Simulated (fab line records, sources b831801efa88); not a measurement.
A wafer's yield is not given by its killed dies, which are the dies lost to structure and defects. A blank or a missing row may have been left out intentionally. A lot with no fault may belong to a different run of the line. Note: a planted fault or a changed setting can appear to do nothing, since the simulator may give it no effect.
One fault seen from 2 desks + flow gf180mcu + each desk holds nothing but its own numbers, with what lay behind them at the end

AT THE METROLOGY DESK
What the gauges read, lot by lot, whatever tool the lot ran on: means of the sampled wafers that have a number. If a lot's mean is further than 4 standard deviations from the usual mean, the lot is out of limits and carries the mark OUT (the distance appears in the brackets).
Columns: A = VT_IMPLANT_3_TW at GF_VT_IMPLANT_TW_MEAS_32, usual 267.9; B = VT_IMPLANT_03_OVL at GF_VT_IMPLANT_OVL_MEAS_40, usual -0.1 nm; C = VT_IMPLANT_4_TW at GF_VT_IMPLANT_TW_MEAS_43, usual 688
| lot  | first seen here | A     | B    | C   |
|------|-----------------|-------|------|-----|
| L972 | day 8 23:40     | 266.7 | 0.4  | 686 |
| L982 | day 11 19:56    | 268.6 | 0.1  | 682 |
| L987 | day 13 04:35    | 266.6 | -0.0 | 681 |
| L988 | day 13 11:43    | 267.0 | -0.7 | 684 |
| L989 | day 13 18:01    | 270.1 | -0.4 | 693 |
Result from this desk: across the 5 lots, nothing is out of limits.

AT THE TOOL OWNER'S DESK: wetBench-03
The tool's own readings at GF_VT_IMPLANT_CLEAN_44 (cleans in SC1/SC2, time 150 s): means of the sampled wafers that have a number, for each lot that ran on this tool. If a lot's mean is further than 4 standard deviations from the usual mean, the lot is out of limits and carries the mark OUT (the distance appears in the brackets).
Columns: A = runLengthS at GF_VT_IMPLANT_CLEAN_44, usual 178 s
| lot  | first seen here | A            |
|------|-----------------|--------------|
| L972 | day 9 19:07     | 42 (-34) OUT |
| L987 | day 14 01:34    | 184          |
| L988 | day 14 09:14    | 174          |
This desk finds L972 out of limits, L972 being first, at day 9 19:07 (runLengthS at GF_VT_IMPLANT_CLEAN_44). Within limits: L987, L988.

PUT TOGETHER
The tool owner's desk had the chance to raise an alarm at day 9 19:07 on L972.
The metrology desk saw nothing out of limits.
The metrology desk holds a record of L972, inside its limits.
The lots listed all ran GF_VT_IMPLANT_CLEAN_44 on wetBench-03.

WHAT THE SIMULATOR HAD PUT IN
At GF_VT_IMPLANT_CLEAN_44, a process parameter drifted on wetBench-03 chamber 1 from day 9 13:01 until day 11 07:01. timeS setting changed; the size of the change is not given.
Struck lots among those shown: L972.
How many hours passed from the start of the fault until each desk's first out-of-limits reading: the tool owner's desk, 6.
